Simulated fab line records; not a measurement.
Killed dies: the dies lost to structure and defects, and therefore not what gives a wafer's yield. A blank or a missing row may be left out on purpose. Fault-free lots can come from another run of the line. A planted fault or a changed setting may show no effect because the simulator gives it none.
Which tool did it? + flow gf180mcu + route of 602 steps, sampled at 1 step: 6 lots, 18 wafers

## WHAT THE GAUGES READ, wafer by wafer
GF_V4_CD_MEAS_14: the cd target is 260 nm.
| lot  | measured     | on        | cd-nm (nm)        |
|------|--------------|-----------|-------------------|
| L802 | day 24 11:24 | cd-sem-02 | 260.8 259.9 259.0 |
| L804 | day 25 12:25 | cd-sem-02 | 261.0 261.0 259.5 |
| L806 | day 26 01:58 | cd-sem-02 | 260.0 260.3 260.2 |
| L815 | day 29 05:30 | cd-sem-02 | 259.8 258.8 258.9 |
| L818 | day 30 00:35 | cd-sem-01 | 260.8 261.1 261.0 |
| L822 | day 30 18:47 | cd-sem-01 | 261.5 261.0 260.4 |

## WHAT TOOL EACH LOT RAN ON (gives the tool, then ch and the chambers of the sampled wafers, and finally the start)
No process step before these readings appears in the record.

## THE ANSWER, worked out from the rows above alone
Rule: the lots themselves supply what counts as usual. Put in order of their means at a reading, lots are off if they are a third of the lots or fewer, leave a main group of 4 or more, and stand apart from it by a gap of 3 or more times the standard deviation of the main group's means; of several such gaps the widest counts. A main group whose means are all the same, to the digits that the tables above print for the reading, isn't used. A lot without any number at a reading at which 4 lots or more have one is off too. Where the step has rows for the other lots, those lots are counted as sound.
Nothing can be told from this: no lot is off at any reading shown.

## WHAT THE SIMULATOR PUT IN
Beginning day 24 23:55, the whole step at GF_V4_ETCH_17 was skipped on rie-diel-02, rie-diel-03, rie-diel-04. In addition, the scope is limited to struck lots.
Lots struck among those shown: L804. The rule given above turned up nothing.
